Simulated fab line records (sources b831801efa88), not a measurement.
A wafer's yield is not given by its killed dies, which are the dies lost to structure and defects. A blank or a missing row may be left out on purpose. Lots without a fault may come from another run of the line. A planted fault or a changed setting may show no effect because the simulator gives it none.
fab line records :: flow sky130
record:
  lots: 14
  wafers: 42
  lastDay: 50
route steps=708 shown FIELD_ISO@2 NWELL@32
lots with no fault: from the same line, run without faults
startH: start of the lot's first displayed wafer, in hours after the record's first day :: waitH: hours since the lot's step before :: " repeats the value in the row above :: L1.1+2: a single row standing in for several wafers :: - value missing, or start not given :: * or withheld: withheld :: < > ~ a bound
route shown NAME@n: names a module that has steps shown in the file, with the first one's number in the route :: usual: mean/standard deviation taken from wafers without a fault :: same: alike in all rows :: chamber/n: place in a boat :: sites: the reading at each site :: _std_site: standard deviation of those values :: _edge_site: outer sites' mean less inner sites' :: radiusMm: how far each site lies from the wafer's centre :: mask NAME#n: copy n :: behind: the tool/chamber that last shaped the wafer :: hold: why the lot went on hold/how many hours it stayed there/how the hold came to an end :: device: the transistor (n, p or np) that didn't switch :: end of line: the tests these same wafers got at the end of their route :: a step with no rows: only its recipe :: killed: dies that structure and defects cost at the first sort, which is not the same as the wafer's yield :: map: a wafer's dies, marking killed ones x, the rest . and places with no die _
set.NAME: setting as actually run; set.NAME@STEP: the setting as run at that earlier step :: model.NAME: the simulator's own value behind a step, which no gauge read
one table for each step of the route and one row for each wafer, over a sample of lots
services: a tool's chamber out of use, with start hour (startH, from the record's first day; less than 0 if before it), hours out, and reason
== steps ==
step: SKY_FIELD_ISO_OXIDATION_01
recipe:
  tempC: 900
  ambient: O2
  stabiliseS: 600
  purgeS: 300
  targetThkA: 120
  oxTimeS: 1843
usual:
  oxTempC: 900.1/0.41
  oxTempCMax: 904.4/1.2
  spikeTcLowerC: 900.7/1.3
  tubeCenterTempC: 900.00/0.092
lot.wafer: L749.3
tool: furnace-01
chamber: 0
startH: 10.81
waitH: 0.7
oxTempC: 900.7
oxTempCMax: 904.1
spikeTcLowerC: 900.7
tubeCenterTempC: 899.97

lot.wafer: L749.5
tool: furnace-01
chamber: 0
startH: 10.81
waitH: 0.7
oxTempC: 900.5
oxTempCMax: 904.2
spikeTcLowerC: 899.6
tubeCenterTempC: 899.96

lot.wafer: L749.6
tool: furnace-01
chamber: 0
startH: 10.81
waitH: 0.7
oxTempC: 900.4
oxTempCMax: 903.7
spikeTcLowerC: 902.2
tubeCenterTempC: 899.96

lot.wafer: L750.1
tool: furnace-01
chamber: 0
startH: 15.22
waitH: 0.2
oxTempC: 900.2
oxTempCMax: 903.7
spikeTcLowerC: 899.5
tubeCenterTempC: 900.08

lot.wafer: L750.2
tool: furnace-01
chamber: 0
startH: 15.22
waitH: 0.2
oxTempC: 899.9
oxTempCMax: 902.7
spikeTcLowerC: 901.1
tubeCenterTempC: 900.02

lot.wafer: L750.4
tool: furnace-01
chamber: 0
startH: 15.22
waitH: 0.2
oxTempC: 900.3
oxTempCMax: 904.0
spikeTcLowerC: 900.7
tubeCenterTempC: 900.11

lot.wafer: L751.1
tool: furnace-02
chamber: 0
startH: 20.78
waitH: 0.8
oxTempC: 900.3
oxTempCMax: 905.3
spikeTcLowerC: 900.1
tubeCenterTempC: 899.99

lot.wafer: L751.2
tool: furnace-02
chamber: 0
startH: 20.78
waitH: 0.8
oxTempC: 900.1
oxTempCMax: 904.6
spikeTcLowerC: 898.0
tubeCenterTempC: 900.10

lot.wafer: L751.5
tool: furnace-02
chamber: 0
startH: 20.78
waitH: 0.8
oxTempC: 900.3
oxTempCMax: 905.5
spikeTcLowerC: 899.0
tubeCenterTempC: 900.19

lot.wafer: L752.3
tool: furnace-01
chamber: 0
startH: 25.12
waitH: 0.1
oxTempC: 900.6
oxTempCMax: 905.1
spikeTcLowerC: 902.8
tubeCenterTempC: 900.03

lot.wafer: L752.4
tool: furnace-01
chamber: 0
startH: 25.12
waitH: 0.1
oxTempC: 900.1
oxTempCMax: 904.1
spikeTcLowerC: 900.6
tubeCenterTempC: 900.07

lot.wafer: L752.5
tool: furnace-01
chamber: 0
startH: 25.12
waitH: 0.1
oxTempC: 900.1
oxTempCMax: 904.6
spikeTcLowerC: 902.4
tubeCenterTempC: 900.02

lot.wafer: L758.2
tool: furnace-01
chamber: -
startH: 56.88
waitH: 1.8
oxTempC: -
oxTempCMax: -
spikeTcLowerC: -
tubeCenterTempC: -

lot.wafer: L758.3
tool: furnace-01
chamber: -
startH: 56.88
waitH: 1.8
oxTempC: -
oxTempCMax: -
spikeTcLowerC: -
tubeCenterTempC: -

lot.wafer: L758.6
tool: furnace-01
chamber: -
startH: 56.88
waitH: 1.8
oxTempC: -
oxTempCMax: -
spikeTcLowerC: -
tubeCenterTempC: -

lot.wafer: L759.1
tool: furnace-01
chamber: -
startH: 61.24
waitH: 1.2
oxTempC: -
oxTempCMax: -
spikeTcLowerC: -
tubeCenterTempC: -

lot.wafer: L759.3
tool: furnace-01
chamber: -
startH: 61.24
waitH: 1.2
oxTempC: -
oxTempCMax: -
spikeTcLowerC: -
tubeCenterTempC: -

lot.wafer: L759.6
tool: furnace-01
chamber: -
startH: 61.24
waitH: 1.2
oxTempC: -
oxTempCMax: -
spikeTcLowerC: -
tubeCenterTempC: -

lot.wafer: L763.1
tool: furnace-01
chamber: 0
startH: 80.12
waitH: 0.1
oxTempC: 899.8
oxTempCMax: 904.1
spikeTcLowerC: 900.4
tubeCenterTempC: 900.05

lot.wafer: L763.3
tool: furnace-01
chamber: 0
startH: 80.12
waitH: 0.1
oxTempC: 899.6
oxTempCMax: 903.6
spikeTcLowerC: 899.6
tubeCenterTempC: 900.11

lot.wafer: L763.4
tool: furnace-01
chamber: 0
startH: 80.12
waitH: 0.1
oxTempC: 900.1
oxTempCMax: 904.6
spikeTcLowerC: 900.9
tubeCenterTempC: 899.84

lot.wafer: L765.1
tool: furnace-02
chamber: 0
startH: 91.79
waitH: 1.8
oxTempC: 901.1
oxTempCMax: 904.6
spikeTcLowerC: 898.1
tubeCenterTempC: 899.93

lot.wafer: L765.3
tool: furnace-02
chamber: 0
startH: 91.79
waitH: 1.8
oxTempC: 900.8
oxTempCMax: 906.8
spikeTcLowerC: 900.5
tubeCenterTempC: 900.20

lot.wafer: L765.5
tool: furnace-02
chamber: 0
startH: 91.79
waitH: 1.8
oxTempC: 900.0
oxTempCMax: 907.3
spikeTcLowerC: 898.3
tubeCenterTempC: 900.07

lot.wafer: L766.3
tool: furnace-02
chamber: 0
startH: 95.97
waitH: 0.9
oxTempC: 900.1
oxTempCMax: 905.1
spikeTcLowerC: 899.7
tubeCenterTempC: 900.12

lot.wafer: L766.4
tool: furnace-02
chamber: 0
startH: 95.97
waitH: 0.9
oxTempC: 900.0
oxTempCMax: 904.6
spikeTcLowerC: 901.0
tubeCenterTempC: 899.93

lot.wafer: L766.5
tool: furnace-02
chamber: 0
startH: 95.97
waitH: 0.9
oxTempC: 900.6
oxTempCMax: 905.4
spikeTcLowerC: 898.9
tubeCenterTempC: 899.95

lot.wafer: L767.3
tool: furnace-01
chamber: 0
startH: 100.79
waitH: 0.7
oxTempC: 899.9
oxTempCMax: 903.9
spikeTcLowerC: 901.1
tubeCenterTempC: 900.20

lot.wafer: L767.4
tool: furnace-01
chamber: 0
startH: 100.79
waitH: 0.7
oxTempC: 900.6
oxTempCMax: 904.2
spikeTcLowerC: 901.5
tubeCenterTempC: 900.01

lot.wafer: L767.5
tool: furnace-01
chamber: 0
startH: 100.79
waitH: 0.7
oxTempC: 899.9
oxTempCMax: 903.6
spikeTcLowerC: 900.0
tubeCenterTempC: 899.83

lot.wafer: L768.1
tool: furnace-01
chamber: 0
startH: 106.42
waitH: 1.4
oxTempC: 899.6
oxTempCMax: 902.7
spikeTcLowerC: 901.0
tubeCenterTempC: 899.93

lot.wafer: L768.5
tool: furnace-01
chamber: 0
startH: 106.42
waitH: 1.4
oxTempC: 899.8
oxTempCMax: 904.7
spikeTcLowerC: 901.2
tubeCenterTempC: 900.03

lot.wafer: L768.6
tool: furnace-01
chamber: 0
startH: 106.42
waitH: 1.4
oxTempC: 900.3
oxTempCMax: 904.3
spikeTcLowerC: 902.1
tubeCenterTempC: 899.97

lot.wafer: L769.1
tool: furnace-02
chamber: 0
startH: 111.22
waitH: 1.2
oxTempC: 900.1
oxTempCMax: 907.3
spikeTcLowerC: 899.9
tubeCenterTempC: 900.01

lot.wafer: L769.2
tool: furnace-02
chamber: 0
startH: 111.22
waitH: 1.2
oxTempC: 900.6
oxTempCMax: 907.6
spikeTcLowerC: 901.0
tubeCenterTempC: 899.93

lot.wafer: L769.5
tool: furnace-02
chamber: 0
startH: 111.22
waitH: 1.2
oxTempC: 900.2
oxTempCMax: 906.2
spikeTcLowerC: 898.8
tubeCenterTempC: 900.05

lot.wafer: L770.1
tool: furnace-01
chamber: 0
startH: 115.12
waitH: 0.1
oxTempC: 900.0
oxTempCMax: 903.0
spikeTcLowerC: 900.9
tubeCenterTempC: 900.09

lot.wafer: L770.4
tool: furnace-01
chamber: 0
startH: 115.12
waitH: 0.1
oxTempC: 900.5
oxTempCMax: 903.8
spikeTcLowerC: 901.5
tubeCenterTempC: 900.01

lot.wafer: L770.6
tool: furnace-01
chamber: 0
startH: 115.12
waitH: 0.1
oxTempC: 900.5
oxTempCMax: 904.3
spikeTcLowerC: 900.7
tubeCenterTempC: 900.04

lot.wafer: L771.2
tool: furnace-01
chamber: 0
startH: 121.52
waitH: 1.5
oxTempC: 900.4
oxTempCMax: 904.0
spikeTcLowerC: 900.0
tubeCenterTempC: 900.10

lot.wafer: L771.4
tool: furnace-01
chamber: 0
startH: 121.52
waitH: 1.5
oxTempC: 900.4
oxTempCMax: 903.8
spikeTcLowerC: 902.1
tubeCenterTempC: 899.91

lot.wafer: L771.5
tool: furnace-01
chamber: 0
startH: 121.52
waitH: 1.5
oxTempC: 900.4
oxTempCMax: 903.8
spikeTcLowerC: 901.0
tubeCenterTempC: 899.96
step: SKY_NWELL_CLEAN_00
recipe:
  chemistry: SC1/SC2
  mix: 1:4:20
  tempC: 70
  timeS: 150
  dry: n2Spin
lot.wafer: L749.3+5+6
tool: wetBench-01
chamber: 3
startH: 35.57
waitH: 0.0

lot.wafer: L750.1+2+4
tool: wetBench-01
chamber: 2
startH: 45.48
waitH: 0.0

lot.wafer: L751.1+2+5
tool: wetBench-01
chamber: 2
startH: 55.11
waitH: 0.0

lot.wafer: L752.3+4+5
tool: wetBench-01
chamber: 3
startH: 55.11
waitH: 0.0

lot.wafer: L763.1+3+4
tool: wetBench-04
chamber: 1
startH: 106.03
waitH: 0.0

lot.wafer: L765.1+3+5
tool: wetBench-01
chamber: 1
startH: 117.23
waitH: 0.0

lot.wafer: L766.3+4+5
tool: wetBench-04
chamber: 3
startH: 122.05
waitH: 0.0

lot.wafer: L767.3+4+5
tool: wetBench-01
chamber: 1
startH: 128.01
waitH: 0.0

lot.wafer: L768.1+5+6
tool: wetBench-04
chamber: 1
startH: 133.32
waitH: 0.0

lot.wafer: L769.1+2+5
tool: wetBench-01
chamber: 1
startH: 141.40
waitH: 0.0

lot.wafer: L770.1+4+6
tool: wetBench-04
chamber: 2
startH: 144.45
waitH: 0.0

lot.wafer: L771.2+4+5
tool: wetBench-04
chamber: 3
startH: 151.22
waitH: 0.0
== services ==
tool: furnace-01
chamber: -
startH: -11.74
hours: 3.2
kind: pm

tool: wetBench-04
chamber: -
startH: -4.69
hours: 1.2
kind: repair

tool: furnace-02
chamber: -
startH: 29.64
hours: 23.4
kind: pm

tool: furnace-02
chamber: -
startH: 88.39
hours: 3.4
kind: pm

tool: furnace-02
chamber: -
startH: 107.31
hours: 2.6
kind: pm
== key ==
firstSign:
  step: SKY_FIELD_ISO_OXIDATION_01
  reading: toolRecord
  direction: missing
effect:
  step: SKY_NWELL_CLEAN_00
  reading: visit
  direction: missing
metAt SKY_FIELD_ISO_OXIDATION_01
struckLots L758,L759
laterRowsLeftOut L758.2,L758.3,L758.6,L759.1,L759.3,L759.6
sortLeftOut L758.2,L758.3,L758.6,L759.1,L759.3,L759.6
testerLeftOut L758,L759
onsetBetween 25.12 56.88
fault:
  kind: skippedStepWhole
  tool: furnace-01
  chamber: -
  onsetH: 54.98
  steps: SKY_FIELD_ISO_OXIDATION_01
  scope: struckLotsOnly
testerLeftOut: of these lots the tester's yield and bins aren't shown, on N5 and GAA mostly nor the transistor test; their killed dies are dies lost to structure and defects alone, not to doping, threshold or leakage, so they don't give the yield
sortLeftOut: the simulated sort isn't trusted on such a fault, so these wafers' sort isn't shown, and their yield isn't known
laterRowsLeftOut: the simulator's readings of these wafers behind a module that went badly wrong aren't trusted and aren't shown, but for the sort
